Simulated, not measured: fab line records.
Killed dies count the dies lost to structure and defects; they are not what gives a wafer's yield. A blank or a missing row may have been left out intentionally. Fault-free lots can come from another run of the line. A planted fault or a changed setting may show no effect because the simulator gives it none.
One fault seen from 2 desks / flow sky130 / each desk has only its own numbers; what lay behind them comes last

## METROLOGY DESK
What the gauges read for every lot (on any tool): the sampled wafers with a number, averaged. A lot is out of limits, marked OUT, if its mean lies more than 4 standard deviations from the usual mean; the brackets give that distance.
Columns: A = VIA4_HDPCVD_THK at SKY_VIA4_THK_MEAS_01, usual 1747 nm
lot=L669; first seen here=day 41 18:36; A=1730
lot=L671; first seen here=day 42 10:51; A=1746
lot=L674; first seen here=day 43 13:05; A=1756
lot=L673; first seen here=day 43 14:25; A=1750
lot=L675; first seen here=day 43 23:39; A=1751
lot=L676; first seen here=day 44 06:03; A=1759
lot=L677; first seen here=day 44 07:18; A=1774
lot=L680; first seen here=day 45 00:27; A=1760
lot=L681; first seen here=day 45 06:30; A=1748
lot=L684; first seen here=day 46 02:34; A=1724
lot=L687; first seen here=day 46 22:58; A=1732
lot=L692; first seen here=day 47 19:56; A=1757
Finding of this desk: none of the 12 lots has anything out of limits.

## THE TOOL OWNER'S DESK: cmp-01
The tool's own readings at SKY_VIA4_CMP_21 (polishes, stops on SiO2, t overpolish 25 s, target thk 0 nm): means of the sampled wafers that have a number, for each lot that ran on this tool. A lot is out of limits, marked OUT, if its mean lies more than 4 standard deviations from the usual mean; the brackets give that distance.
Columns: A = motor current A at SKY_VIA4_CMP_21, usual 10.4 A; B = overpolish run s at SKY_VIA4_CMP_21, usual 25.001 s; C = platen rpm at SKY_VIA4_CMP_21, usual 60.00 rpm; D = time to endpoint s at SKY_VIA4_CMP_21, usual 123 s
lot=L671; first seen here=day 43 10:56; A=10.7; B=25.000; C=60.01; D=123
lot=L674; first seen here=day 44 13:07; A=10.4; B=25.005; C=60.02; D=120
lot=L675; first seen here=day 44 23:18; A=11.3; B=24.993; C=60.02; D=122
lot=L677; first seen here=day 45 06:56; A=11.3; B=25.006; C=59.97; D=120
lot=L680; first seen here=day 45 22:38; A=10.9; B=25.004; C=61.97 (+51) OUT; D=118
lot=L681; first seen here=day 46 04:49; A=11.1; B=25.005; C=63.99 (+99 or more) OUT; D=116
Finding of this desk: L680, L681 out of limits; the first was L680 at day 45 22:38, on platen rpm at SKY_VIA4_CMP_21. In limits: L671, L674, L675, L677.

## ALL TOGETHER
The tool owner's desk could have raised an alarm at day 45 22:38, on L680, L681.
From the metrology desk's view, nothing was out of limits.
The metrology desk has L680, L681 on record, within its limits.
All the named lots went through SKY_VIA4_CMP_21 on cmp-01.

## WHAT THE SIMULATOR PUT IN
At SKY_VIA4_CMP_21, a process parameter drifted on cmp-01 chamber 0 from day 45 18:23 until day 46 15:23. The setting platen rpm was moved by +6, starting from 60. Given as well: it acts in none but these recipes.
Lots struck among those shown: L680, L681.
Each desk's first reading out of limits, in hours after the fault started: the tool owner's desk, 4.
